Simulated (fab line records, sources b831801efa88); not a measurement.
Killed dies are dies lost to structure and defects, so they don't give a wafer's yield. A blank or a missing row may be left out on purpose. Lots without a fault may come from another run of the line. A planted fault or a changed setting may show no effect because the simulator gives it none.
fab line records | flow sky130
record lots=13 wafers=39 last_day=50
route steps=708 shown CAP2M@616 PAD_OPEN@708
lots that met no fault: from a run of the same line without faults
start_h: hours from the record's first day to the start of the lot's first wafer shown | wait_h: hours since the lot's step before | " the same as in the row above | L1.1+2: a row that stands for several wafers | - no value, or no start given | * or withheld: withheld | < > ~ a bound
route shown NAME@n: a module of which the file shows steps, and the number in the route of the first | usual: mean/standard deviation of fault-free wafers | same: alike in all rows | chamber/n: place in a boat | sites: the reading at each site | _std_site: their standard deviation | _edge_site: outer sites' mean less inner sites' | radius_mm: how far each site lies from the wafer's centre | mask NAME#n: copy n | behind: the tool/chamber that last shaped the wafer | hold: why the lot was held/for how many hours/how that ended | device: the transistor (n, p or np) that didn't switch | end of line: the same wafers' tests at the end of the route | a step without rows: its recipe alone | killed: dies lost to structure and defects at the first sort, not the wafer's yield | map: a wafer's dies, x killed, . not, _ none there
set.NAME: the setting as run; set.NAME@STEP: as run at that earlier step | model.NAME: the simulator's own value behind a step, which no gauge read
steps of the route over a sample of lots; a table a step, a row a wafer
services: from which hour (start_h, from the record's first day; less than 0 if before it) a tool's chamber was out of use, for how many hours, and why
## steps
# step SKY_CAP2M_METAL_ETCH_13
# recipe target_depth_nm=220 stop_on=SiO2 chemistry=Cl2/BCl3 target=TiN pressure_mtorr=10 icp_w=900 bias_w=48.5 Cl2_flow_sccm=60 bcl3_flow_sccm=30 time_s=62.9
# usual bcl3_flow_sccm=30.01/0.085 bias_w=48.51/0.14 drypump_motor_current_A=5.7/0.65 oes_product_au=0.940/0.0066 throttle_valve_pct=21.902/0.0092
# columns lot.wafer tool chamber start_h wait_h bcl3_flow_sccm bias_w drypump_motor_current_A oes_product_au rf_hours_counter_h throttle_valve_pct
L690.3 rie_metal-02 1 944.33 0.0 29.95 48.34 5.3 0.943 - 21.899
L690.4 " 0 " " 30.05 48.21 6.4 0.948 - 21.915
L690.5 " 0 " " 29.93 48.73 6.3 0.936 - 21.887
L692.1 rie_metal-02 0 965.86 0.0 30.06 48.56 6.4 0.945 8 21.893
L692.4 " 1 " " 30.04 48.35 5.4 0.932 - 21.916
L692.5 " 0 " " 30.18 48.63 6.4 0.944 - 21.888
L693.1 rie_metal-02 1 973.67 0.0 29.95 48.61 5.3 0.939 18 21.915
L693.3 " 0 " " 29.99 48.62 6.3 0.936 - 21.904
L693.6 " 0 " " 30.07 48.78 6.4 0.936 - 21.909
L695.2 rie_metal-01 1 991.21 0.0 29.95 48.27 6.6 0.932 12 21.904
L695.3 " 0 " " 30.04 48.47 5.9 0.926 - 21.906
L695.4 " 1 " " 29.95 48.24 6.5 0.935 - 21.901
L697.3 rie_metal-01 0 1007.96 0.0 30.01 48.75 5.9 0.936 - 21.905
L697.4 " 1 " " 29.90 48.33 6.5 0.926 - 21.903
L697.5 " 0 " " 29.95 48.52 5.9 0.940 - 21.890
L699.1 rie_metal-04 1 1015.53 0.0 30.11 48.61 4.7 0.931 7 21.911
L699.3 " 1 " " 30.04 48.38 4.7 0.934 - 21.919
L699.5 " 1 " " 30.01 48.56 4.7 0.930 - 21.906
L700.2 rie_metal-02 0 1022.21 0.0 30.06 48.41 6.4 0.941 11 21.915
L700.3 " 1 " " 30.09 48.38 5.3 0.931 - 21.920
L700.4 " 0 " " 30.01 48.29 6.3 0.936 - 21.895
L701.2 rie_metal-02 1 1029.06 0.0 30.17 48.27 5.3 0.943 21 21.909
L701.3 " 0 " " 30.09 48.64 6.4 0.938 - 21.897
L701.6 " 0 " " 30.18 48.25 6.3 0.934 - 21.902
L709.1 rie_metal-02 0 1078.01 0.0 - - - - - -
L709.4 " 1 " " - - - - - -
L709.5 " 0 " " - - - - - -
L710.1 rie_metal-01 1 1093.43 0.0 - - - - - -
L710.2 " 0 " " - - - - - -
L710.3 " 0 " " - - - - - -
L711.4 rie_metal-04 1 1095.66 0.0 29.91 48.59 4.8 0.944 - 21.894
L711.5 " 0 " " 29.87 48.43 5.1 0.939 - 21.905
L711.6 " 1 " " 30.08 48.44 4.7 0.937 - 21.900
L712.3 rie_metal-04 1 1097.39 0.0 30.04 48.54 4.7 0.948 - 21.897
L712.4 " 0 " " 30.02 48.57 5.1 0.929 - 21.905
L712.5 " 1 " " 29.99 48.64 4.7 0.947 - 21.898
L713.1 rie_metal-04 1 1102.03 0.0 30.00 48.73 4.7 0.934 13 21.898
L713.2 " 0 " " 30.05 48.67 5.1 0.944 17 21.896
L713.6 " 0 " " 30.09 48.47 5.1 0.942 - 21.884
# step SKY_CAP2M_STRIP_14
# recipe chemistry=O2/N2 power_w=1400 pressure_mtorr=1500 platen_temp_c=withheld o2_flow_sccm=3000 n2_flow_sccm=300 overash_fraction=0.5
# usual drypump_motor_current_A=5.9/0.43 oes_product_au=0.711/0.0045 strip_time_to_endpoint_s=12.66/0.043
# columns lot.wafer tool chamber start_h wait_h drypump_motor_current_A oes_product_au rf_hours_counter_h strip_time_to_endpoint_s
L690.3 plasma_asher-04 1 944.42 0.1 6.3 0.708 - 12.70
L690.4 " 0 " " 6.1 0.718 - 12.65
L690.5 " 1 " " 6.3 0.705 - 12.64
L692.1 plasma_asher-02 1 965.94 0.1 5.1 0.710 23 12.72
L692.4 " 1 " " 5.1 0.710 - 12.72
L692.5 " 1 " " 5.0 0.709 - 12.68
L693.1 plasma_asher-03 1 973.74 0.1 5.9 0.711 54 12.70
L693.3 " 0 " " 5.7 0.713 - 12.66
L693.6 " 0 " " 5.7 0.712 - 12.63
L695.2 plasma_asher-03 0 991.29 0.1 5.7 0.710 56 12.56
L695.3 " 1 " " 5.9 0.708 - 12.63
L695.4 " 0 " " 5.7 0.704 - 12.56
L697.3 plasma_asher-04 1 1008.04 0.1 6.3 0.711 - 12.68
L697.4 " 0 " " 6.1 0.710 - 12.56
L697.5 " 1 " " 6.3 0.712 - 12.66
L699.1 plasma_asher-04 1 1015.61 0.1 6.2 0.711 85 12.69
L699.3 " 0 " " 6.1 0.713 - 12.68
L699.5 " 1 " " 6.2 0.706 - 12.74
L700.2 plasma_asher-03 1 1022.31 0.1 5.9 0.707 59 12.66
L700.3 " 0 " " 5.7 0.711 - 12.66
L700.4 " 1 " " 5.9 0.709 - 12.70
L701.2 plasma_asher-03 0 1029.14 0.1 5.7 0.705 60 12.67
L701.3 " 0 " " 5.7 0.713 - 12.70
L701.6 " 0 " " 5.7 0.706 - 12.70
L709.1 plasma_asher-04 0 1078.09 0.1 6.1 0.718 91 14.21
L709.4 " 1 " " 6.2 0.719 - 14.21
L709.5 " 1 " " 6.2 0.718 - 14.16
L710.1 plasma_asher-04 1 1093.51 0.1 6.2 0.713 92 14.18
L710.2 " 0 " " 6.2 0.714 92 14.16
L710.3 " 0 " " 6.1 0.723 - 14.13
L711.4 plasma_asher-04 0 1095.75 0.1 6.2 0.710 - 12.64
L711.5 " 0 " " 6.1 0.717 - 12.65
L711.6 " 1 " " 6.3 0.709 - 12.64
L712.3 plasma_asher-03 0 1097.48 0.1 5.7 0.709 - 12.64
L712.4 " 1 " " 5.9 0.706 - 12.72
L712.5 " 1 " " 5.9 0.715 - 12.68
L713.1 plasma_asher-02 0 1102.11 0.1 6.4 0.709 36 12.65
L713.2 " 1 " " 5.1 0.710 36 12.62
L713.6 " 0 " " 6.4 0.716 - 12.60
# step SKY_PAD_OPEN_PROBE_99
# usual defect_limited_yield=82.5/1.7 killed_at_M0_to_M3=43/6.7 killed_at_M4_up=3.2/1.8 killed_at_contacts=24/4.8 killed_at_front_end=16/4.2 killed_at_other=0.3/0.56 killed_dies=86/8.5 killed_on_rim=17/3.9 killed_open=47/6.7 killed_short=39/6 sort_bin_3_pad_short=0.9/0.45 sort_bin_5_function=10.3/1.6 sort_bin_6_memory=6.3/1 sort_n_pass=406/8.5 sort_yield_pct=82.5/1.7
# same gross_dies=492 killed_at_back_side=0 sort_bin_4_leakage[%]=0 sort_bin_8_speed[%]=0
# columns lot.wafer tool chamber start_h wait_h defect_limited_yield[%] killed_at_M0_to_M3 killed_at_M4_up killed_at_contacts killed_at_front_end killed_at_other killed_dies killed_on_rim killed_open killed_short sort_bin_3_pad_short[%] sort_bin_5_function[%] sort_bin_6_memory[%] sort_n_pass sort_yield_pct[%]
L690.3 prober-01 - 1065.82 0.2 81.5 39 7 32 13 0 91 20 48 43 1.0 11.8 5.7 401 81.5
L690.4 prober-01 - 1065.87 0.2 82.1 45 3 18 22 0 88 16 51 37 0.6 10.6 6.7 404 82.1
L690.5 prober-01 - 1065.92 0.2 84.3 33 2 32 10 0 77 15 39 36 1.2 9.3 5.1 415 84.3
L692.1 prober-01 - 1084.06 0.1 82.3 37 4 24 22 0 87 12 51 34 0.6 10.4 6.7 405 82.3
L692.4 prober-01 - 1084.21 0.2 80.7 53 6 18 18 0 95 21 49 44 0.4 10.8 8.1 397 80.7
L692.5 prober-01 - 1084.26 0.2 81.1 44 3 29 16 1 93 24 51 40 0.6 11.4 6.9 399 81.1
L693.1 prober-02 - 1090.83 0.1 84.1 35 4 19 20 0 78 15 45 32 0.8 8.9 6.1 414 84.1
L693.3 prober-02 - 1090.93 0.2 83.7 40 5 19 16 0 80 16 46 34 0.8 10.0 5.5 412 83.7
L693.6 prober-02 - 1091.08 0.2 81.7 50 1 21 18 0 90 17 55 35 0.6 11.6 6.1 402 81.7
L695.2 prober-02 - 1106.62 0.1 84.3 39 1 23 14 0 77 14 41 36 0.2 9.6 5.9 415 84.3
L695.3 prober-02 - 1106.67 0.2 82.7 41 4 25 15 0 85 21 47 37 0.2 9.8 7.3 407 82.7
L695.4 prober-02 - 1106.72 0.2 81.5 43 3 28 17 0 91 18 44 46 1.6 9.6 7.3 401 81.5
L697.3 prober-02 - 1121.00 0.2 82.1 49 3 16 20 0 88 17 55 33 1.2 10.2 6.5 404 82.1
L697.4 prober-02 - 1121.05 0.2 84.6 38 1 20 17 0 76 14 40 36 1.2 8.3 5.9 416 84.6
L697.5 prober-02 - 1121.10 0.2 86.0 36 1 21 11 0 69 15 33 36 1.4 7.5 5.1 423 86.0
L699.1 prober-02 - 1127.80 0.1 79.1 63 6 25 9 0 103 23 62 39 1.2 13.6 6.1 389 79.1
L699.3 prober-02 - 1127.90 0.2 83.9 44 5 15 15 0 79 16 45 32 2.4 7.3 6.3 413 83.9
L699.5 prober-02 - 1128.00 0.2 80.7 53 2 35 5 0 95 19 51 44 0.6 10.0 8.7 397 80.7
L700.2 prober-01 - 1132.95 0.1 82.9 46 2 20 15 1 84 16 45 39 1.4 9.3 6.3 408 82.9
L700.3 prober-01 - 1133.00 0.2 84.3 44 3 19 11 0 77 14 40 37 1.0 9.6 5.1 415 84.3
L700.4 prober-01 - 1133.05 0.2 85.0 42 3 18 11 0 74 12 38 35 0.6 8.3 6.1 418 85.0
L701.2 prober-02 - 1138.50 0.1 82.3 45 6 24 11 1 87 13 49 37 0.6 10.4 6.7 405 82.3
L701.3 prober-02 - 1138.55 0.2 82.3 40 3 28 15 1 87 16 48 39 0.4 12.4 4.9 405 82.3
L701.6 prober-02 - 1138.70 0.2 81.1 49 3 24 17 0 93 18 41 52 1.8 11.2 5.9 399 81.1
L709.1 prober-02 - 1178.76 0.1 0 45 6 28 15 398 492 96 53 41 0.2 92.7 7.1 0 0
L709.4 prober-02 - 1178.91 0.2 0 47 2 30 23 390 492 96 50 52 1.2 92.3 6.5 0 0
L709.5 prober-02 - 1178.96 0.2 0 46 1 26 24 395 492 96 45 52 1.6 91.7 6.7 0 0
L710.1 prober-01 - 1190.91 0.1 0 38 3 27 18 406 492 96 44 41 0.2 93.9 5.9 0 0
L710.2 prober-01 - 1190.96 0.1 0 44 4 24 19 401 492 96 46 44 1.6 90.9 7.5 0 0
L710.3 prober-01 - 1191.01 0.2 0 44 3 13 18 414 492 96 42 34 1.2 92.9 5.9 0 0
L711.4 prober-02 - 1193.07 0.2 83.9 42 4 14 18 1 79 11 43 36 0.8 9.6 5.7 413 83.9
L711.5 prober-02 - 1193.12 0.2 81.5 46 6 29 10 0 91 17 59 32 0.4 11.8 6.3 401 81.5
L711.6 prober-02 - 1193.17 0.2 83.7 47 1 20 12 0 80 19 37 43 1.0 8.3 6.9 412 83.7
L712.3 prober-01 - 1193.96 0.2 82.3 50 3 25 9 0 87 19 41 46 1.0 10.4 6.3 405 82.3
L712.4 prober-01 - 1194.01 0.2 83.5 46 3 19 13 0 81 12 33 48 1.4 8.1 6.9 411 83.5
L712.5 prober-01 - 1194.06 0.2 84.3 35 4 28 10 0 77 19 49 28 1.0 7.7 6.9 415 84.3
L713.1 prober-02 - 1197.83 0.1 81.1 41 1 31 20 0 93 19 46 47 1.4 11.2 6.3 399 81.1
L713.2 prober-02 - 1197.88 0.1 82.9 44 2 23 15 0 84 13 44 39 1.0 10.0 6.1 408 82.9
L713.6 prober-02 - 1198.08 0.2 83.5 46 3 21 10 1 81 18 47 33 0.8 9.8 5.9 411 83.5
# killed by level:class
L690.3 VIA1:geometric_particle:open=12 CONTACT:geometric_particle:open=10 CONTACT:geometric_particle:short=7 VIA3:geometric_particle:open=7 FIELD_ISO:geometric_particle:short=6 LI_CONTACT:geometric_particle:short=6 LI_CONTACT:geometric_particle:open=6 METAL2:geometric_particle:short=4
L690.4 CONTACT:geometric_particle:open=9 VIA3:geometric_particle:open=9 VIA2:geometric_particle:open=9 VIA1:geometric_particle:open=8 FIELD_ISO:geometric_particle:short=5 SPACER:geometric_particle:short=4 LI_CONTACT:geometric_particle:open=4 VIA1:geometric_particle:short=4
L690.5 LI_CONTACT:geometric_particle:open=13 CONTACT:geometric_particle:open=7 LOCAL_INTERCONNECT:geometric_particle:short=7 VIA3:geometric_particle:open=6 VIA3:geometric_particle:short=6 METAL1:geometric_particle:short=5 VIA1:geometric_particle:open=5 CONTACT:geometric_particle:short=4
L692.1 CONTACT:geometric_particle:open=9 VIA1:geometric_particle:open=8 VIA2:geometric_particle:open=8 FIELD_ISO:geometric_particle:open=6 FIELD_ISO:geometric_particle:short=6 LI_CONTACT:geometric_particle:open=5 CONTACT:geometric_particle:short=5 METAL2:geometric_particle:short=5
L692.4 VIA2:geometric_particle:open=11 POLY_GATE:geometric_particle:open=8 VIA1:geometric_particle:open=8 CONTACT:geometric_particle:open=7 METAL3:geometric_particle:short=6 POLY_GATE:geometric_particle:short=5 CONTACT:geometric_particle:short=5 METAL1:geometric_particle:short=5
L692.5 VIA1:geometric_particle:open=14 CONTACT:geometric_particle:open=10 METAL2:geometric_particle:short=8 LI_CONTACT:geometric_particle:open=7 CONTACT:geometric_particle:short=7 POLY_GATE:geometric_particle:open=6 VIA2:geometric_particle:open=6 VIA3:geometric_particle:open=6
L693.1 CONTACT:geometric_particle:open=10 FIELD_ISO:geometric_particle:short=8 VIA3:geometric_particle:open=8 VIA2:geometric_particle:open=7 VIA1:geometric_particle:open=6 METAL1:geometric_particle:short=5 FIELD_ISO:geometric_particle:open=4 LOCAL_INTERCONNECT:geometric_particle:short=4
L693.3 VIA1:geometric_particle:open=10 VIA3:geometric_particle:open=9 FIELD_ISO:geometric_particle:short=7 LI_CONTACT:geometric_particle:open=7 CONTACT:geometric_particle:open=6 METAL2:geometric_particle:short=6 CONTACT:geometric_particle:short=5 POLY_GATE:geometric_particle:open=5
L693.6 VIA1:geometric_particle:open=10 VIA3:geometric_particle:open=10 CONTACT:geometric_particle:open=8 VIA2:geometric_particle:open=8 LI_CONTACT:geometric_particle:open=5 VIA2:geometric_particle:short=5 FIELD_ISO:geometric_particle:short=4 POLY_GATE:geometric_particle:short=4
L695.2 VIA1:geometric_particle:open=10 CONTACT:geometric_particle:open=9 LI_CONTACT:geometric_particle:open=8 VIA1:geometric_particle:short=7 POLY_GATE:geometric_particle:open=5 METAL1:geometric_particle:short=5 VIA2:geometric_particle:short=5 POLY_GATE:geometric_particle:short=4
L695.3 LI_CONTACT:geometric_particle:open=7 CONTACT:geometric_particle:open=7 VIA3:geometric_particle:open=7 FIELD_ISO:geometric_particle:open=6 VIA1:geometric_particle:open=5 VIA2:geometric_particle:open=5 LI_CONTACT:geometric_particle:short=4 CONTACT:geometric_particle:short=4
L695.4 CONTACT:geometric_particle:open=12 VIA1:geometric_particle:open=8 CONTACT:geometric_particle:short=8 METAL2:geometric_particle:short=8 POLY_GATE:geometric_particle:short=7 VIA2:geometric_particle:open=5 VIA3:geometric_particle:open=5 POLY_GATE:geometric_particle:open=4
L697.3 VIA1:geometric_particle:open=12 VIA3:geometric_particle:open=10 LI_CONTACT:geometric_particle:open=7 VIA3:geometric_particle:short=7 CONTACT:geometric_particle:open=6 POLY_GATE:geometric_particle:open=5 VIA1:geometric_particle:short=5 FIELD_ISO:geometric_particle:short=4
L697.4 VIA1:geometric_particle:open=9 METAL2:geometric_particle:short=9 POLY_GATE:geometric_particle:open=7 CONTACT:geometric_particle:open=6 FIELD_ISO:geometric_particle:short=5 VIA2:geometric_particle:open=5 LI_CONTACT:geometric_particle:open=5 CONTACT:geometric_particle:short=5
L697.5 VIA1:geometric_particle:short=10 VIA1:geometric_particle:open=7 LI_CONTACT:geometric_particle:open=6 CONTACT:geometric_particle:open=6 FIELD_ISO:geometric_particle:short=5 LOCAL_INTERCONNECT:geometric_particle:short=5 VIA2:geometric_particle:open=5 METAL2:geometric_particle:short=4
L699.1 VIA3:geometric_particle:open=17 CONTACT:geometric_particle:open=11 VIA1:geometric_particle:open=9 LI_CONTACT:geometric_particle:open=8 VIA2:geometric_particle:short=7 VIA3:geometric_particle:short=6 VIA2:geometric_particle:open=6 VIA1:geometric_particle:short=5
L699.3 VIA2:geometric_particle:open=8 VIA1:geometric_particle:open=8 LI_CONTACT:geometric_particle:open=6 FIELD_ISO:geometric_particle:open=5 METAL3:geometric_particle:short=5 CONTACT:geometric_particle:open=5 VIA3:geometric_particle:open=4 METAL1:geometric_particle:short=4
L699.5 CONTACT:geometric_particle:open=14 VIA1:geometric_particle:open=13 LI_CONTACT:geometric_particle:open=9 METAL2:geometric_particle:short=8 CONTACT:geometric_particle:short=7 VIA1:geometric_particle:short=6 VIA3:geometric_particle:open=5 VIA2:geometric_particle:short=5
L700.2 VIA2:geometric_particle:open=13 CONTACT:geometric_particle:open=8 VIA1:geometric_particle:open=8 METAL1:geometric_particle:short=6 LI_CONTACT:geometric_particle:open=5 VIA1:geometric_particle:short=5 METAL2:geometric_particle:short=5 POLY_GATE:geometric_particle:short=4
L700.3 VIA3:geometric_particle:open=10 VIA1:geometric_particle:open=8 CONTACT:geometric_particle:open=7 LOCAL_INTERCONNECT:geometric_particle:short=6 VIA2:geometric_particle:open=5 FIELD_ISO:geometric_particle:open=4 METAL1:geometric_particle:short=4 VIA1:geometric_particle:short=4
L700.4 VIA1:geometric_particle:open=11 CONTACT:geometric_particle:open=7 VIA2:geometric_particle:open=6 VIA1:geometric_particle:short=6 SPACER:geometric_particle:short=4 LI_CONTACT:geometric_particle:open=4 VIA3:geometric_particle:open=4 POLY_GATE:geometric_particle:short=3
L701.2 VIA1:geometric_particle:open=12 CONTACT:geometric_particle:open=11 VIA2:geometric_particle:open=7 LI_CONTACT:geometric_particle:open=5 LI_CONTACT:geometric_particle:short=5 METAL1:geometric_particle:short=5 VIA3:geometric_particle:open=5 POLY_GATE:geometric_particle:open=4
L701.3 LI_CONTACT:geometric_particle:open=10 CONTACT:geometric_particle:short=8 VIA2:geometric_particle:short=6 VIA2:geometric_particle:open=6 VIA3:geometric_particle:open=6 METAL1:geometric_particle:short=5 CONTACT:geometric_particle:open=5 FIELD_ISO:geometric_particle:open=4
L701.6 VIA1:geometric_particle:open=9 VIA3:geometric_particle:open=8 VIA1:geometric_particle:short=6 LOCAL_INTERCONNECT:geometric_particle:short=6 METAL1:geometric_particle:short=6 CONTACT:geometric_particle:short=5 VIA2:geometric_particle:short=5 POLY_GATE:geometric_particle:open=4
L709.1 CAP2M:area_etch=398 VIA1:geometric_particle:open=12 CONTACT:geometric_particle:open=11 VIA3:geometric_particle:open=7 CONTACT:geometric_particle:short=6 METAL1:geometric_particle:short=6 LI_CONTACT:geometric_particle:open=5 VIA2:geometric_particle:open=5
L709.4 CAP2M:area_etch=390 FIELD_ISO:geometric_particle:open=9 LI_CONTACT:geometric_particle:open=9 CONTACT:geometric_particle:short=8 CONTACT:geometric_particle:open=8 VIA2:geometric_particle:short=8 METAL1:geometric_particle:short=7 VIA3:geometric_particle:open=6
L709.5 CAP2M:area_etch=395 VIA1:geometric_particle:open=10 CONTACT:geometric_particle:short=7 VIA2:geometric_particle:open=7 POLY_GATE:geometric_particle:short=7 METAL1:geometric_particle:short=7 FIELD_ISO:geometric_particle:open=6 CONTACT:geometric_particle:open=6
L710.1 CAP2M:area_etch=406 VIA1:geometric_particle:open=12 LI_CONTACT:geometric_particle:open=7 CONTACT:geometric_particle:open=7 LI_CONTACT:geometric_particle:short=6 VIA3:geometric_particle:open=6 CONTACT:geometric_particle:short=5 VIA2:geometric_particle:short=5
L710.2 CAP2M:area_etch=401 VIA1:geometric_particle:open=13 CONTACT:geometric_particle:open=10 POLY_GATE:geometric_particle:short=8 METAL1:geometric_particle:short=7 FIELD_ISO:geometric_particle:short=5 LI_CONTACT:geometric_particle:open=5 CONTACT:geometric_particle:short=4
L710.3 CAP2M:area_etch=414 VIA1:geometric_particle:open=13 VIA3:geometric_particle:short=6 FIELD_ISO:geometric_particle:open=5 LI_CONTACT:geometric_particle:open=5 METAL3:geometric_particle:short=5 METAL1:geometric_particle:short=5 CONTACT:geometric_particle:open=4
L711.4 VIA1:geometric_particle:open=9 VIA3:geometric_particle:open=9 VIA2:geometric_particle:open=7 FIELD_ISO:geometric_particle:open=6 LI_CONTACT:geometric_particle:open=6 FIELD_ISO:geometric_particle:short=5 METAL1:geometric_particle:short=4 VIA1:geometric_particle:short=4
L711.5 VIA1:geometric_particle:open=18 LI_CONTACT:geometric_particle:open=13 CONTACT:geometric_particle:open=9 VIA3:geometric_particle:open=6 METAL4:geometric_particle:short=6 METAL2:geometric_particle:short=6 VIA1:geometric_particle:short=5 VIA2:geometric_particle:open=5
L711.6 VIA1:geometric_particle:open=9 LI_CONTACT:geometric_particle:open=7 VIA1:geometric_particle:short=7 VIA2:geometric_particle:open=7 LI_CONTACT:geometric_particle:short=6 METAL1:geometric_particle:short=6 VIA3:geometric_particle:open=6 POLY_GATE:geometric_particle:short=5
L712.3 VIA1:geometric_particle:open=14 METAL1:geometric_particle:short=8 CONTACT:geometric_particle:short=7 CONTACT:geometric_particle:open=6 VIA1:geometric_particle:short=6 METAL2:geometric_particle:short=5 VIA2:geometric_particle:open=5 LI_CONTACT:geometric_particle:short=4
L712.4 METAL1:geometric_particle:short=11 LI_CONTACT:geometric_particle:open=6 LOCAL_INTERCONNECT:geometric_particle:short=6 VIA1:geometric_particle:open=5 METAL2:geometric_particle:short=5 VIA3:geometric_particle:open=5 FIELD_ISO:geometric_particle:short=4 POLY_GATE:geometric_particle:short=4
L712.5 VIA1:geometric_particle:open=15 CONTACT:geometric_particle:open=11 LI_CONTACT:geometric_particle:open=8 VIA1:geometric_particle:short=5 VIA3:geometric_particle:open=4 CONTACT:geometric_particle:short=3 LI_CONTACT:geometric_particle:short=3 METAL1:geometric_particle:short=3
L713.1 CONTACT:geometric_particle:open=11 POLY_GATE:geometric_particle:short=9 VIA1:geometric_particle:open=7 LI_CONTACT:geometric_particle:short=6 CONTACT:geometric_particle:short=6 VIA3:geometric_particle:open=6 METAL1:geometric_particle:short=5 LI_CONTACT:geometric_particle:open=4
L713.2 METAL1:geometric_particle:short=8 VIA1:geometric_particle:open=7 VIA3:geometric_particle:open=7 FIELD_ISO:geometric_particle:open=6 POLY_GATE:geometric_particle:open=6 CONTACT:geometric_particle:open=6 VIA1:geometric_particle:short=6 LI_CONTACT:geometric_particle:open=4
L713.6 VIA1:geometric_particle:open=11 CONTACT:geometric_particle:open=10 VIA2:geometric_particle:open=9 VIA3:geometric_particle:open=7 METAL1:geometric_particle:short=6 METAL2:geometric_particle:short=5 POLY_GATE:geometric_particle:short=4 LI_CONTACT:geometric_particle:open=3
## services
# columns tool chamber start_h hours kind
plasma_asher-02 - 946.07 0.6 repair
rie_metal-01 - 965.98 1.0 repair
plasma_asher-03 - 1011.69 3.7 repair
rie_metal-01 - 1030.40 2.8 pm
rie_metal-02 1 1030.46 - clean
rie_metal-02 1 1030.46 18.7 scheduled_down
rie_metal-02 1 1030.46 18.7 vent_cycle
rie_metal-04 - 1032.98 2.8 pm
plasma_asher-03 - 1040.95 2.7 repair
plasma_asher-04 - 1085.82 2.8 pm
## key
first_sign step=SKY_CAP2M_METAL_ETCH_13 reading=tool_record direction=missing
effect step=SKY_CAP2M_STRIP_14 reading=strip_time_to_endpoint_s direction=up sigmas=35 usual=* struck=*
effect step=SKY_PAD_OPEN_PROBE_99 reading=killed_at_other direction=up sigmas=99+ usual=0.3 struck=400.7
more_kills_born_at SKY_CAP2M_METAL_ETCH_13@rie_metal-01=1221 SKY_CAP2M_METAL_ETCH_13@rie_metal-02=1183
met_at SKY_CAP2M_METAL_ETCH_13
struck_lots L709,L710
later_rows_left_out L709.1,L709.4,L709.5,L710.1,L710.2,L710.3
onset_between 1029.06 1078.01
fault kind=skipped_step_whole tool=rie_metal-01,rie_metal-02 chamber=- onset_h=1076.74 steps=SKY_CAP2M_METAL_ETCH_13 scope=struck_lots_only
# later_rows_left_out: the simulator's readings of these wafers behind a module that went badly wrong aren't trusted and aren't shown, but for the sort
